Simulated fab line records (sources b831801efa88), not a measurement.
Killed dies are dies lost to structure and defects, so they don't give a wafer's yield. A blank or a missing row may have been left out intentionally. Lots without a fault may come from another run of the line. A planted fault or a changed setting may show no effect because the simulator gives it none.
A lot that was struck, set against a sound lot + flow gf180mcu + 16 out of 602 route steps
Sound: wafers L508.2, L508.3, L508.4. Struck: wafer L518.1 (left out: L518.2, L518.3 of the same lot, which were not struck); the cause appears at the end.
At each step with rows: each side's tool, then ch and its chambers, then its first start. Under that, the readings that differ: sound wafers + struck wafers + difference of the means + sigmas: that difference in standard deviations of wafers without a fault.
alike: words and numbers the same on both sides, and readings whose means are apart by under 2 such deviations; not compared: readings that were withheld, readings missing a value for some wafer, numbers with overlapping values and no deviation given by the record, and bounds like >300 which may hide the same value.
The two part at a step that has a row with sigmas, a row that says differs or no value, or rows on one side only. When numbers do not overlap yet have no deviation, they are printed without sigmas and do not part them. Lack of a reading on every wafer of one side parts them only where that side has two or more wafers.

first, 6 steps without rows for these wafers: GF_M3_HMDS_08 (prime time 60 s); GF_M3_COAT_09 (resist thk 1000 nm); GF_M3_SOFTBAKE_10 (time 60 s); GF_M3_EXPOSE_11 (exposes mask Metal3, target cd 280 nm); GF_M3_PEB_12 (peb time 90 s); GF_M3_DEVELOP_13 (develop time 60 s).
GF_M3_CD_MEAS_14 targets a cd of 280 nm.
  sound: cd sem-01 at day 23 01:54; struck: cd sem-02 at day 27 01:46
  alike: cd nm
GF_M3_OVL_MEAS_15:
  sound: overlay-01 at day 23 02:01; struck: overlay-01 at day 27 01:53
  alike: M3_OVL
GF_M3_METAL_ETCH_16: etches the open film in Cl2/BCl3, stops on SiO2, target depth 750.8 nm, time 125.1 s.
  sound on rie metal-03 ch 0,1, day 23 02:02; struck on rie metal-03 ch 0, day 27 01:55
  alike: bcl3 flow sccm, drypump motor current A, oes product au, throttle valve pct
  not compared: rf hours counter h
GF_M3_STRIP_17: strips in O2/N2.
  sound on plasma asher-03 ch 0,1, day 23 02:10; struck on plasma asher-03 ch 0, day 27 02:03
  alike: drypump motor current A, heater power w, oes product au, strip time to endpoint s
  not compared: rf hours counter h
then, 2 steps without rows for these wafers: GF_M3_STRIP_18 (strips in post etch residue remover, time 1200 s); GF_M3_CLEAN_19 (cleans in DIW).
GF_V3_CVD_00: deposits SiO2, target thk 600 nm, time 100 s.
  sound on hdpcvd-01 ch 0,1, day 23 02:43; struck on hdpcvd-01 ch 0, day 27 02:35
| reading                             | sound             | struck | difference | sigmas      |
|-------------------------------------|-------------------|--------|------------|-------------|
| sih4 flow sccm (sccm)               | 60.01 59.98 59.93 | 90.17  | +30.20     | +99 or more |
| model.SiO2_of_V3_CVD_00.thk nm (nm) | 592.8 602.9 591.4 | 907.4  | +311.7     |             |
GF_V3_THK_MEAS_01:
  sound: film metro-03 at day 23 02:47; struck: film metro-02 at day 27 02:53
| reading            | sound       | struck | difference | sigmas |
|--------------------|-------------|--------|------------|--------|
| V3_CVD_00_THK (nm) | 592 603 591 | 908    | +313       | +44    |
  not compared: hold
GF_V3_CVD_02: deposits SiO2 from TEOS, target thk 850 nm, time 94.851 s.
  sound on pecvd-02 ch 0,1, day 23 02:50; struck on pecvd-01 ch 1, day 27 05:04
| reading | sound | struck                   | difference                   | sigmas |
|---------|-------|--------------------------|------------------------------|--------|
| hold    | - - - | await dispo/2.1h/release | no value on the sound wafers |        |
  alike: heater power w
  not compared: since wet clean h
-- the record jumps here: 6 days lie between the struck wafers' starts before and after (it left off in module V3 and takes up again in module PASSIVATION, whose first step shown is number 602 of the route) --
GF_PASSIVATION_PROBE_99:
  the record has rows for the struck wafers here (prober-02, day 33 15:36) and none for the sound ones

## WHERE THEY PART
Last at GF_PASSIVATION_PROBE_99 as far as this record goes, first at GF_V3_CVD_00.

WHY: the cause the simulator had injected
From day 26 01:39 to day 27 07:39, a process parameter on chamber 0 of hdpcvd-01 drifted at GF_V3_CVD_00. Setting sih4 flow sccm shifted by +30 from 60. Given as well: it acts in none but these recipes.
